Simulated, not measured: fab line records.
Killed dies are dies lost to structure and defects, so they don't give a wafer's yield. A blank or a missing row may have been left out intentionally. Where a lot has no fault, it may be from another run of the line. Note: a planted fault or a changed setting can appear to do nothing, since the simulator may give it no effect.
A lot that was struck, set against a sound lot + flow gf180mcu + 16 out of 602 route steps
Sound: the wafers L832.3, L832.4, L832.5. The struck wafers were L849.1, L849.2, L849.6. At the end, the cause is stated.
Each step with rows lists, per side, the tool, then ch with its chambers, then its first start. Under that, the readings that differ: sound wafers + struck wafers + difference of the means + sigmas: that difference in standard deviations of wafers without a fault.
alike: words and numbers the same on both sides, and readings whose means are apart by under 2 such deviations; not compared: readings that were withheld, readings missing a value for some wafer, numbers with overlapping values and no deviation given by the record, and bounds like >300 which may hide the same value.
Wherever a step has rows on one side only, a row that says differs or no value, or a row with sigmas, the two part there. Non-overlapping numbers with no deviation appear without sigmas and do not part them. Lack of a reading on every wafer of one side parts them only where that side has two or more wafers.

GF_V2_BOW_MEAS_05:
  sound on filmMetro-02 at day 20 08:59; struck on filmMetro-04 at day 26 09:02
  alike: V2_BOW
then, 8 steps without rows for these wafers: GF_V2_DEHYDRATE_06 (time 60 s); GF_V2_HMDS_07 (prime time 60 s); GF_V2_COAT_08; GF_V2_COAT_09 (resist thk 1000 nm); GF_V2_SOFTBAKE_10 (time 60 s); GF_V2_EXPOSE_11 (exposes mask Via2, target cd 260 nm); GF_V2_PEB_12 (peb time 90 s); GF_V2_DEVELOP_13 (develop time 60 s).
GF_V2_CD_MEAS_14: target cd 260 nm.
  sound on cdSem-02 at day 21 11:46; struck on cdSem-01 at day 27 04:53
  alike: cdNm
GF_V2_OVL_MEAS_15:
  sound on overlay-02 at day 21 11:51; struck on overlay-01 at day 27 05:00
| reading     | sound   | struck  | difference | sigmas |
|-------------|---------|---------|------------|--------|
| V2_OVL (nm) | 0 -6 -4 | 10 8 11 | +13        | +2     |
GF_V2_ETCH_16: etches BARC in N2/H2.
  sound on rieDiel-01 ch 1,2, day 21 11:53; struck on rieDiel-02 ch 0,1, day 27 05:02
  alike: biasW, chamberPressureMTorr, drypumpMotorCurrentA, oesProductAu, throttleValvePct
GF_V2_ETCH_17: etches SiO2 in C4F8/O2/Ar, stops on TiN, target depth 630 nm.
  sound on rieDiel-01 ch 1,2, day 21 11:00; struck on rieDiel-02 ch 0,1, day 27 05:00
  no value came back on the struck wafers for biasW (W), chamberPressureMTorr (mTorr), oesProductAu (a.u.); on the sound wafers biasW (W) reads 1197 1202 1203
GF_V2_STRIP_18: strips in O2/N2.
  sound on plasmaAsher-04 ch 0,1, day 21 12:02; struck on plasmaAsher-01 ch 0,1, day 27 05:10
| reading             | sound             | struck            | difference | sigmas |
|---------------------|-------------------|-------------------|------------|--------|
| oesProductAu (a.u.) | 0.588 0.589 0.587 | 0.668 0.666 0.672 | +0.081     | +17    |
  alike: chamberPressureMTorr, drypumpMotorCurrentA, heaterPowerW
  not compared: rfHoursCounterH
then, 1 step without rows for these wafers: GF_V2_STRIP_19 (strips in post etch residue remover, time 1200 s).
-- the record jumps here: 7 days lie between the struck wafers' starts before and after (it left off in module V2 and takes up again in module PASSIVATION, whose first step shown is number 602 of the route) --
GF_PASSIVATION_PROBE_99:
  only the struck wafers here have rows in the record (prober-02, day 34 09:18); the sound ones have none

== WHERE THEY PART ==
Last at GF_PASSIVATION_PROBE_99 as far as this record goes, first at GF_V2_OVL_MEAS_15.

WHY: the cause the simulator had injected
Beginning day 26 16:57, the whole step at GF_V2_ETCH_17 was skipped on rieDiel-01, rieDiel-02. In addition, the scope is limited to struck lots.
